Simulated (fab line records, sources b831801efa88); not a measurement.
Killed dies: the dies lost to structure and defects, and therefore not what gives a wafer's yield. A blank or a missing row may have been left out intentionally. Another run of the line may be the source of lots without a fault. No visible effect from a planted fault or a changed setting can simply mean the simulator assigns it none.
One fault seen from 2 desks || flow gf180mcu || what lay behind the numbers comes last; until then each desk has only its own

THE TOOL OWNER'S DESK: rie_metal-04
The tool's own readings at GF_MIM_METAL_ETCH_19 (etches the open film in Cl2/BCl3, stops on Si3N4, target depth 324.5 nm, time 54.1 s): means of the sampled wafers that have a number, for each lot that ran on this tool. Any lot whose mean is over 4 standard deviations away from the usual mean is out of limits and marked OUT; that distance is given in the brackets.
Columns: A = drypump_motor_current_A at GF_MIM_METAL_ETCH_19, usual 5.7 A; B = oes_product_au at GF_MIM_METAL_ETCH_19, usual 0.941 a.u.; C = run_length_s at GF_MIM_METAL_ETCH_19, usual 82.8 s; D = throttle_valve_pct at GF_MIM_METAL_ETCH_19, usual 28.283 %
{"lot": "L598", "first seen here": "day 26 21:26", "A": 5.6, "B": 0.944, "C": 82.4, "D": 28.278}
{"lot": "L599", "first seen here": "day 27 05:36", "A": 5.6, "B": 0.944, "C": 82.5, "D": 28.285}
{"lot": "L604", "first seen here": "day 29 02:03", "A": 5.6, "B": 0.940, "C": 82.5, "D": 28.294}
{"lot": "L607", "first seen here": "day 29 22:40", "A": 6.0, "B": 0.921, "C": "84.8 (+4.1) OUT", "D": 28.303}
{"lot": "L608", "first seen here": "day 30 06:35", "A": 5.2, "B": 0.919, "C": 83.9, "D": 28.304}
{"lot": "L611", "first seen here": "day 31 01:27", "A": 6.0, "B": "0.901 (-7.0) OUT", "C": "86.8 (+7.9) OUT", "D": "28.336 (+5.3) OUT"}
This desk finds L607, L611 out of limits, L607 being first, at day 29 22:40 (run_length_s at GF_MIM_METAL_ETCH_19). L598, L599, L604, L608 stayed within limits.

METROLOGY DESK
Means of the sampled wafers that have a number, per lot and without regard to the tool the lot ran on: this is what the gauges read. Any lot whose mean is over 4 standard deviations away from the usual mean is out of limits and marked OUT; that distance is given in the brackets.
Columns: A = MIM_ALCU_THK at GF_MIM_THK_MEAS_11, usual 205.5 nm
{"lot": "L593", "first seen here": "day 24 05:03", "A": 208.1}
{"lot": "L598", "first seen here": "day 26 01:14", "A": 206.0}
{"lot": "L599", "first seen here": "day 26 10:04", "A": 205.8}
{"lot": "L601", "first seen here": "day 27 05:16", "A": 208.2}
{"lot": "L604", "first seen here": "day 28 07:19", "A": 205.4}
{"lot": "L606", "first seen here": "day 29 00:05", "A": 204.3}
{"lot": "L607", "first seen here": "day 29 04:03", "A": 205.6}
{"lot": "L608", "first seen here": "day 29 13:05", "A": 202.5}
{"lot": "L609", "first seen here": "day 29 16:30", "A": 203.7}
{"lot": "L611", "first seen here": "day 30 08:25", "A": 202.3}
{"lot": "L614", "first seen here": "day 31 04:27", "A": 204.7}
Finding of this desk: none of the 11 lots has anything out of limits.

PUT TOGETHER
The tool owner's desk could have raised an alarm at day 29 22:40, on L607, L611.
From the metrology desk's view, nothing was out of limits.
The metrology desk holds a record of L607, L611, inside its limits.
GF_MIM_METAL_ETCH_19 was run on rie_metal-04 by each of the lots named.

WHAT WAS PUT IN BY THE SIMULATOR
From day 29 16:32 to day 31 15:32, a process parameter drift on rie_metal-04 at GF_MIM_METAL_ETCH_19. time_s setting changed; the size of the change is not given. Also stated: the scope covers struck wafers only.
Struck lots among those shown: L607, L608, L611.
Each desk's first reading out of limits, in hours after the fault started: the tool owner's desk, 6.
